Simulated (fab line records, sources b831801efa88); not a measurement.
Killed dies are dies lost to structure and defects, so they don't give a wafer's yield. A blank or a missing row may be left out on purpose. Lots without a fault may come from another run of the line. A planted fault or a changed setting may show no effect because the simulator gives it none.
Which tool did it? | flow gf180mcu | 11 lots, 33 wafers sampled, at 6 steps of a route of 602

WHAT THE GAUGES READ, wafer by wafer
GF_HV_LDD_OVL_MEAS_47.
lot  | measured     | on         | HV_LDD_03_OVL (nm)
L804 | day 12 12:07 | overlay-02 | -0.7 -1.7 -1.4
L807 | day 13 18:53 | overlay-01 | -1.2 -1.2 -0.8
L808 | day 14 05:10 | overlay-02 | -0.3 -0.4 -2.0
L809 | day 14 12:37 | overlay-02 | -3.0 -3.0 -1.9
L811 | day 15 01:01 | overlay-01 | -0.9 -1.0 -0.7
L814 | day 16 00:37 | overlay-02 | -1.4 -0.7 -0.1
L816 | day 16 18:49 | overlay-02 | -2.1 -2.1 -2.5
L817 | day 16 23:47 | overlay-02 | 0.5 -2.9 -2.5
L820 | day 18 01:25 | overlay-01 | -2.4 -1.6 -2.0
L822 | day 18 17:38 | overlay-01 | -3.8 -1.8 -3.2
L824 | day 19 14:08 | overlay-01 | -1.9 -1.3 -0.6

GF_PSD_RS_MEAS_15: measures by four-point-probe.
lot  | measured     | on            | PSD_RS (ohm/sq)
L804 | day 14 09:11 | film_metro-04 | 108.39 108.21 108.32
L807 | day 15 17:26 | film_metro-03 | 108.73 108.41 108.87
L808 | day 16 04:28 | film_metro-03 | 109.19 108.99 108.97
L809 | day 16 11:54 | film_metro-01 | 108.79 108.49 108.78
L811 | day 17 02:31 | film_metro-03 | 108.86 108.32 108.45
L814 | day 18 02:04 | film_metro-04 | 108.41 108.40 108.70
L816 | day 18 21:26 | film_metro-03 | 108.14 108.35 107.66
L817 | day 19 03:33 | film_metro-03 | 108.48 108.42 108.89
L820 | day 20 06:28 | film_metro-01 | 110.50 110.55 110.60
L822 | day 20 22:08 | film_metro-04 | 109.60 110.00 110.12
L824 | day 21 18:24 | film_metro-01 | 108.48 109.08 108.42

GF_SAB_THK_MEAS_01.
lot  | measured     | on            | SAB_CVD_00_THK (nm)
L804 | day 14 09:19 | film_metro-01 | 49.1 49.1 49.7
L807 | day 15 17:34 | film_metro-02 | 48.9 49.2 50.6
L808 | day 16 04:35 | film_metro-02 | 49.9 50.3 50.6
L809 | day 16 12:02 | film_metro-02 | 49.8 50.5 50.9
L811 | day 17 02:39 | film_metro-04 | 48.9 49.5 49.9
L814 | day 18 02:12 | film_metro-02 | 49.1 49.2 49.7
L816 | day 18 21:34 | film_metro-04 | 49.8 51.0 51.6
L817 | day 19 03:41 | film_metro-04 | 49.9 50.3 50.8
L820 | day 20 06:36 | film_metro-04 | 48.7 49.6 50.7
L822 | day 20 22:16 | film_metro-02 | 50.2 49.1 50.0
L824 | day 21 18:32 | film_metro-02 | 49.3 50.6 51.3

WHICH TOOL RAN EACH LOT (tool, then ch and the chambers of the sampled wafers, then the start)
lot  | GF_HV_LDD_STRIP_22                   | GF_PSD_IMPLANT_09               | GF_PSD_STRIP_10
L804 | plasma_asher-01 ch 0,1, day 10 21:45 | implanter-04 ch 0, day 14 08:37 | plasma_asher-03 ch 1, day 14 08:46
L807 | plasma_asher-01 ch 0,1, day 12 03:40 | implanter-04 ch 0, day 15 16:53 | plasma_asher-04 ch 0,1, day 15 17:00
L808 | plasma_asher-03 ch 0,1, day 12 11:31 | implanter-01 ch 0, day 16 03:54 | plasma_asher-03 ch 0,1, day 16 04:02
L809 | plasma_asher-04 ch 0,1, day 12 17:58 | implanter-02 ch 0, day 16 11:21 | plasma_asher-04 ch 0,1, day 16 11:28
L811 | plasma_asher-03 ch 0,1, day 13 07:07 | implanter-01 ch 0, day 17 01:58 | plasma_asher-02 ch 0,1, day 17 02:05
L814 | plasma_asher-01 ch 0,1, day 14 05:42 | implanter-02 ch 0, day 18 01:30 | plasma_asher-03 ch 0,1, day 18 01:39
L816 | plasma_asher-01 ch 0,1, day 14 21:41 | implanter-02 ch 0, day 18 20:53 | plasma_asher-04 ch 0,1, day 18 21:01
L817 | plasma_asher-04 ch 0,1, day 15 02:45 | implanter-04 ch 0, day 19 02:55 | plasma_asher-04 ch 1, day 19 03:04
L820 | plasma_asher-01 ch 0,1, day 16 02:58 | implanter-04 ch 0, day 20 05:54 | plasma_asher-04 ch 0,1, day 20 06:03
L822 | plasma_asher-04 ch 0,1, day 16 19:09 | implanter-04 ch 0, day 20 21:34 | plasma_asher-02 ch 0,1, day 20 21:43
L824 | plasma_asher-03 ch 0,1, day 17 12:48 | implanter-01 ch 0, day 21 17:50 | plasma_asher-04 ch 0,1, day 21 17:59
- GF_HV_LDD_STRIP_22: strips in O2/N2.
- GF_PSD_IMPLANT_09
- GF_PSD_STRIP_10: strips in O2/N2.

WHAT THE TOOLS THEMSELVES READ (means of the sampled wafers that have a number; where no wafer has one, the mark that the record gives instead)
GF_HV_LDD_STRIP_22.
lot  | tool            | chamber_pressure_mTorr (mTorr) | drypump_motor_current_A (A) | heater_power_w (W) | oes_product_au (a.u.) | platen_temp_c (C) | strip_time_to_endpoint_s (s)
L804 | plasma_asher-01 | 1500.1                         | 5.9                         | 324                | 0.714                 | 249.98            | 12.60
L807 | plasma_asher-01 | 1500.9                         | 5.7                         | 332                | 0.713                 | 250.02            | 12.63
L808 | plasma_asher-03 | 1500.3                         | 5.9                         | 335                | 0.710                 | 250.06            | 12.66
L809 | plasma_asher-04 | 1500.5                         | 5.2                         | 299                | 0.720                 | 250.03            | 12.64
L811 | plasma_asher-03 | 1501.1                         | 5.9                         | 336                | 0.717                 | 249.96            | 12.60
L814 | plasma_asher-01 | 1498.6                         | 5.9                         | 329                | 0.710                 | 250.05            | 12.68
L816 | plasma_asher-01 | 1499.7                         | 5.9                         | 321                | 0.714                 | 250.07            | 12.73
L817 | plasma_asher-04 | 1499.3                         | 5.2                         | 308                | 0.716                 | 250.10            | 12.69
L820 | plasma_asher-01 | 1499.6                         | 5.7                         | 343                | 0.714                 | 249.92            | 12.58
L822 | plasma_asher-04 | 1500.1                         | 5.2                         | 304                | 0.718                 | 249.89            | 12.66
L824 | plasma_asher-03 | 1498.9                         | 5.9                         | 339                | 0.714                 | 249.95            | 12.63

GF_PSD_IMPLANT_09.
lot  | tool         | beam_energy_keV
L804 | implanter-04 | 39.988
L807 | implanter-04 | 40.003
L808 | implanter-01 | 40.014
L809 | implanter-02 | 39.985
L811 | implanter-01 | 40.009
L814 | implanter-02 | 40.016
L816 | implanter-02 | 40.001
L817 | implanter-04 | 39.988
L820 | implanter-04 | 38.767
L822 | implanter-04 | 38.754
L824 | implanter-01 | 39.979

GF_PSD_STRIP_10.
lot  | tool            | chamber_pressure_mTorr (mTorr) | drypump_motor_current_A (A) | heater_power_w (W) | oes_product_au (a.u.) | platen_temp_c (C) | strip_time_to_endpoint_s (s)
L804 | plasma_asher-03 | 1499.5                         | 5.5                         | 362                | 0.591                 | 250.13            | 16.49
L807 | plasma_asher-04 | 1499.7                         | 5.2                         | 303                | 0.594                 | 250.16            | 16.55
L808 | plasma_asher-03 | 1501.1                         | 5.7                         | 348                | 0.594                 | 249.88            | 16.58
L809 | plasma_asher-04 | 1499.1                         | 5.2                         | 303                | 0.590                 | 249.99            | 16.63
L811 | plasma_asher-02 | 1500.2                         | 6.2                         | 334                | 0.590                 | 249.96            | 16.51
L814 | plasma_asher-03 | 1499.8                         | 5.7                         | 349                | 0.592                 | 249.80            | 16.56
L816 | plasma_asher-04 | 1501.5                         | 5.2                         | 303                | 0.592                 | 250.09            | 16.53
L817 | plasma_asher-04 | 1500.4                         | 5.2                         | 305                | 0.589                 | 250.12            | 16.56
L820 | plasma_asher-04 | 1498.3                         | 5.2                         | 306                | 0.596                 | 249.95            | 16.41
L822 | plasma_asher-02 | 1500.3                         | 6.2                         | 333                | 0.593                 | 249.90            | 16.39
L824 | plasma_asher-04 | 1501.0                         | 5.2                         | 311                | 0.590                 | 250.02            | 16.53

THE ANSWER, worked out from the rows above alone
Rule: what is usual is taken from the lots themselves. Put in order of their means at a reading, lots are off if they are a third of the lots or fewer, leave a main group of 4 or more, and stand apart from it by a gap of 3 or more times the standard deviation of the main group's means; of several such gaps the widest counts. A main group whose means are all the same, to the digits that the tables above print for the reading, isn't used. A lot without any number at a reading at which 4 lots or more have one is off too. The other lots that the step has rows for count as sound. The gauges are gone through in route order, then the tools' own readings, and for those a lot's mean is taken as printed above. The first step at which some lot is off is used, and at that step the reading that is off furthest; a lot without a number counts as furthest.
Off: L820, L822, at GF_PSD_RS_MEAS_15 (PSD_RS). The main group: mean 108.56 ohm/sq, standard deviation 0.26.
A tool fits if, at a process step before that reading, it ran every lot that is off, and no sound lot after the first of them. The gauges at GF_PSD_RS_MEAS_15 aren't tried: what is off there is off at GF_PSD_IMPLANT_09 too, on other tools, and a gauge's error can't cause that. One fits: implanter-04 at GF_PSD_IMPLANT_09. Its last sound lot is L817 (day 19 02:55), its first lot that is off L820 (day 20 05:54): a fault that began between those two fits.
The tool's own readings at GF_PSD_IMPLANT_09 bear it out: on the lots that are off they differ by more than 5 times the standard deviation of the sound lots' means. beam_energy_keV reads 38.761 there against 39.998 on the sound lots.

WHAT THE SIMULATOR HAD PUT IN
Process parameter drift: implanter-04, from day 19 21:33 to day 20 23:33, at GF_PSD_IMPLANT_09. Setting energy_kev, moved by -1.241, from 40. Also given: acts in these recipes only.
Lots struck among those shown: L820, L822. The rule above found the same.
